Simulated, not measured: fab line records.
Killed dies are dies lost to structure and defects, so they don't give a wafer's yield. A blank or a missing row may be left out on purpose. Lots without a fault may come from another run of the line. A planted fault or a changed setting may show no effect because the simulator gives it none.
A struck lot beside a sound one :: flow sky130 :: 18 steps out of a route of 708
Sound: these wafers, L864.1, L864.4, L864.5. The struck wafers were L881.3, L881.4, L881.5. Last of all comes the cause.
Per side, at each step with rows, come the tool, then ch with its chambers, and then its first start. Under that, the readings that differ: sound wafers :: struck wafers :: difference of the means :: sigmas: that difference in standard deviations of wafers without a fault.
alike: a reading whose means differ by less than 2 such deviations, as well as words and numbers matching on both sides. not compared: withheld readings; readings where some wafer has no value; bounds like >300 that might hide an equal value; numbers whose values overlap and for which the record gives no deviation.
Wherever a step has rows on one side only, a row that says differs or no value, or a row with sigmas, the two part there. Numbers that don't overlap but have no deviation are shown without sigmas and don't part them. A reading that every wafer of one side lacks parts them only if that side has two wafers or more.

first, 3 steps without rows for these wafers: SKY_VIA1_EXPOSE_09 (exposes mask VIM, target cd 150 nm); SKY_VIA1_PEB_10; SKY_VIA1_DEVELOP_11 (develop time 60 s).
SKY_VIA1_CD_MEAS_12 targets a cd of 150 nm.
  struck on cd_sem-02, day 39 10:19; sound on cd_sem-01, day 34 01:28
  alike: cd_nm
SKY_VIA1_OVL_MEAS_13:
  struck on overlay-01, day 39 10:24; sound on overlay-01, day 34 01:35
  alike: VIA1_OVL
SKY_VIA1_ETCH_14: etches BARC in N2/H2, stops on SiO2, time 45.9 s, target depth 60 nm.
  sound on rie_diel-01 ch 2,3, day 34 01:38; struck on rie_diel-01 ch 0,1,3, day 39 10:26
  alike: drypump_motor_current_A, h2_flow_sccm, oes_product_au, rf_fwd_power_W, throttle_valve_pct
  not compared: rf_hours_counter_h
SKY_VIA1_ETCH_15: etches SiO2 in C4F8/O2/Ar, stops on TiN, target depth 351 nm, time 54 s.
  sound on rie_diel-01 ch 2,3, day 34 01:40; struck on rie_diel-01 ch 0,1,3, day 39 10:28
  alike: oes_product_au, rf_fwd_power_W
  not compared: rf_hours_counter_h
SKY_VIA1_STRIP_16: strips in O2/N2.
  sound on plasma_asher-02 ch 0,1, day 34 01:43; struck on plasma_asher-01 ch 0,1, day 39 10:33
  alike: drypump_motor_current_A, o2_flow_sccm, oes_product_au, strip_time_to_endpoint_s
  not compared: rf_hours_counter_h
then, 3 steps without rows for these wafers: SKY_VIA1_STRIP_17 (strips in post etch residue remover, time 1200 s); SKY_VIA1_CLEAN_18 (cleans in IPA, time 180 s); SKY_VIA1_CLEAN_19 (cleans in O3/DIW).
SKY_VIA1_SPUTTER_20: material TiN, target thk 20 nm, time 80 s.
  struck on pvd_sputter-02, day 39 11:07; sound on pvd_sputter-04, day 34 02:19
  alike: throttle_valve_pct
SKY_VIA1_CVD_21: deposits W, target thk 270 nm, time 80.902 s.
  sound on cvd_w-01 ch 0,1, day 34 02:22; struck on cvd_w-02 ch 0,1, day 39 11:13
reading: model.W_of_VIA1_CVD_21.thk_nm (nm)
sound: 268.7 269.2 266.1
struck: 528.8 525.5 528.9
difference: +259.7
sigmas: 
  alike: heater_power_outer_w, heater_power_w
SKY_VIA1_RS_MEAS_22: a four-point-probe measurement.
  struck on film_metro-03, day 39 11:19; sound on film_metro-04, day 34 02:28
reading: VIA1_W_RS (ohm/sq)
sound: 0.428 0.426 0.432
struck: 0.216 0.218 0.216
difference: -0.212
sigmas: -43
SKY_VIA1_THK_MEAS_23: measures by xrf.
  struck on film_metro-03, day 39 11:25; sound on film_metro-04, day 34 02:35
reading: VIA1_W_THK (nm)
sound: 262 265 263
struck: 533 530 538
difference: +270
sigmas: +63
SKY_VIA1_CMP_24: polishes, stops on SiO2, t overpolish 15 s, target thk 0 nm.
  sound on cmp-01 ch 0,1, day 34 02:39; struck on cmp-02 ch 1,2, day 39 11:27
reading: time_to_endpoint_s (s)
sound: 60 62 60
struck: 127 130 135
difference: +70
sigmas: +18
  alike: motor_current_A
SKY_METAL2_SPUTTER_00: material Ti, target thk 15 nm, time 10 s.
  struck on pvd_sputter-03, day 39 11:45; sound on pvd_sputter-03, day 34 02:57
  alike: throttle_valve_pct
after that, 1 step had no rows for these wafers: SKY_PAD_OPEN_PROBE_99.

== WHERE THEY PART ==
First at SKY_VIA1_RS_MEAS_22; last, within this record, at SKY_VIA1_CMP_24. Later steps at which nothing parts them and some readings are alike: SKY_METAL2_SPUTTER_00.

WHY: whatever the simulator had introduced
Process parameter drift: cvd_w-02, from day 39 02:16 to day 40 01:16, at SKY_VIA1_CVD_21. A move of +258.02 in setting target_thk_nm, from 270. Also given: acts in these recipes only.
